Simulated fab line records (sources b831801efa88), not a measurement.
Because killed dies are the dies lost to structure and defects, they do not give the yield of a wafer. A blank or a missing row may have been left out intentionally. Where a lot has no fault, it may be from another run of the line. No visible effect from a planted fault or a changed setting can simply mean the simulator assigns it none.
2 desks, one fault / flow sky130 / only its own numbers are on each desk; what lay behind them is given at the end

## THE TOOL OWNER'S DESK: krf scanner-01
The tool's own readings at SKY_FIELD_ISO_EXPOSE_10 (exposes mask FOM, target cd 150 nm): means of the sampled wafers that have a number, for each lot that ran on this tool. A lot is out of limits, marked OUT, if its mean lies more than 4 standard deviations from the usual mean; the brackets give that distance.
Columns: A = exposure dose mJ cm2 at SKY_FIELD_ISO_EXPOSE_10, usual 27.979
lot=L830; first seen here=day 1 20:14; A=27.940
lot=L835; first seen here=day 2 22:14; A=27.993
lot=L836; first seen here=day 3 06:43; A=28.007
lot=L839; first seen here=day 3 19:54; A=29.500 (+54) OUT
lot=L840; first seen here=day 4 00:59; A=29.481 (+54) OUT
lot=L846; first seen here=day 5 07:25; A=28.945 (+34) OUT
This desk finds L839, L840, L846 out of limits, L839 being first, at day 3 19:54 (exposure dose mJ cm2 at SKY_FIELD_ISO_EXPOSE_10). In limits: L830, L835, L836.

## FROM THE METROLOGY DESK
Lot by lot, what the gauges showed, no matter which tool ran the lot: averages of those sampled wafers that carry a number. A lot is out of limits, marked OUT, if its mean lies more than 4 standard deviations from the usual mean; the brackets give that distance.
Columns: A = INCOMING_BOW at SKY_FIELD_ISO_BOW_MEAS_00, usual 0 um; B = cd nm at SKY_FIELD_ISO_CD_MEAS_13, usual 150.2 nm; C = PWDE_OVL at SKY_PWDE_OVL_MEAS_07, usual 1.5 nm; D = NWELL_00_OVL at SKY_NWELL_OVL_MEAS_10, usual 1.1 nm
lot=L830; first seen here=day 1 10:01; A=0; B=149.0; C=0.9; D=1.2
lot=L832; first seen here=day 1 20:00; A=1; B=151.6; C=1.9; D=1.5
lot=L833; first seen here=day 2 01:01; A=1; B=153.0; C=-0.2; D=1.7
lot=L834; first seen here=day 2 06:01; A=-1; B=150.2; C=1.9; D=0.8
lot=L835; first seen here=day 2 11:00; A=-2; B=147.4; C=1.0; D=-0.2
lot=L836; first seen here=day 2 16:00; A=-8; B=150.7; C=0.1; D=0.9
lot=L837; first seen here=day 2 21:00; A=5; B=149.3; C=1.2; D=3.3
lot=L838; first seen here=day 3 02:04; A=-2; B=147.9; C=4.4; D=2.4
lot=L839; first seen here=day 3 07:00; A=3; B=141.0 (-5.7) OUT; C=-0.0; D=4.7
lot=L840; first seen here=day 3 12:01; A=-0; B=140.5 (-6.0) OUT; C=1.1; D=0.4
lot=L841; first seen here=day 3 17:00; A=-10; B=149.8; C=2.0; D=0.1
lot=L846; first seen here=day 4 18:01; A=4; B=146.0; C=1.8; D=0.7
lot=L852; first seen here=day 6 00:01; A=-2; B=150.1; C=4.0; D=0.6
This desk finds L839, L840 out of limits, L839 being first, at day 4 03:40 (cd nm at SKY_FIELD_ISO_CD_MEAS_13). In limits: L830, L832, L833, L834, L835, L836, L837, L838, L841, L846, L852.

## BROUGHT TOGETHER
At day 3 19:54, on L839, L840, L846, the tool owner's desk was in a position to raise an alarm.
The metrology desk could have raised an alarm at day 4 03:40, on L839, L840.
The metrology desk holds a record of L846, inside its limits.
Every lot named ran SKY_FIELD_ISO_EXPOSE_10 on krf scanner-01.

## WHAT HAD BEEN PUT IN BY THE SIMULATOR
Process parameter drift: krf scanner-01, from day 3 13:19 on, at SKY_FIELD_ISO_EXPOSE_10. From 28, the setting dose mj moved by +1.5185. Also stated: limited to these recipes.
Shown lots that were struck: L839, L840, L846.
Hours from the fault's start to each desk's first reading out of limits: the tool owner's desk, 7; the metrology desk, 14.
